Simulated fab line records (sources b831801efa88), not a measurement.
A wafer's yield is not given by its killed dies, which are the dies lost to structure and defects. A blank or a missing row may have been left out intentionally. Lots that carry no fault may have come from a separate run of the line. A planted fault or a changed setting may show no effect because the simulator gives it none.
Matching of chambers -- flow gf180mcu -- GF_V1_CMP_04 on cmp-01 has 4 sister chambers
The step polishes SiO2. 18 wafers are shown with their chamber, then 9 later ones without.

WAFERS PAIRED WITH THEIR CHAMBERS
wafer,chamber,motor current A (A),slurry filter dp kPa (kPa),time to endpoint s (s)
L172.1,2,10.5,13.74,82
L172.3,1,12.7,13.31,74
L172.6,1,12.4,13.42,83
L175.1,3,13.9,13.45,73
L175.2,2,11.2,13.50,84
L175.4,0,11.6,13.65,89
L178.3,3,13.3,13.36,78
L178.4,2,10.7,13.63,85
L178.6,2,10.4,13.69,88
L181.1,3,13.9,13.62,80
L181.4,1,12.6,13.27,85
L181.5,2,10.5,13.73,83
L184.1,0,10.7,13.39,82
L184.2,1,12.1,13.36,78
L184.6,0,11.0,13.36,86
L185.1,0,11.4,13.46,80
L185.3,2,10.7,13.44,82
L185.6,3,13.9,13.52,79

SIGNATURES (means of the wafers above)
reading,chamber 0,chamber 1,chamber 2,chamber 3,scatter within a chamber
motor current A,11.175,12.450,10.667,13.750,0.314
slurry filter dp kPa,13.4650,13.3400,13.6217,13.4875,0.113
time to endpoint s,84.25,80.00,84.00,77.50,3.56
Rule: for each reading, subtract the chamber's mean from the wafer's reading, divide by that reading's scatter and square the result; add these up over the readings and take the root, which gives the wafer's distance from the chamber. The wafer belongs to the nearest chamber; if the next one is less than 2 further off, it can't be placed. The scatter: take each reading less its chamber's mean, square it, sum over the shown wafers, divide by the number of wafers less the number of chambers, and take the root.

WAFERS WITH NO CHAMBER GIVEN
wafer,motor current A (A),slurry filter dp kPa (kPa),time to endpoint s (s)
L192.2,11.4,13.57,81
L192.3,12.5,13.32,75
L192.6,12.8,13.36,74
L193.1,10.6,13.56,84
L193.2,12.2,13.68,81
L193.3,11.6,13.52,90
L194.2,11.2,13.33,93
L194.3,14.0,13.48,82
L194.4,10.2,13.26,92

THE CHAMBER EACH PASSED THROUGH
wafer,from the rows above,in truth
L192.2,can't be placed: 0 or 2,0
L192.3,1,1
L192.6,can't be placed: 1 or 3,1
L193.1,can't be placed: 2 or 0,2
L193.2,can't be placed: 1 or 0 or 2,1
L193.3,can't be placed: 0 or 2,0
L194.2,can't be placed: 0 or 2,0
L194.3,3,3
L194.4,can't be placed: 2 or 0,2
Placed correctly: 2 of 9. From these rows, 7 cannot be placed; in 7 the true chamber is one of the candidates. Number placed wrongly: 0.
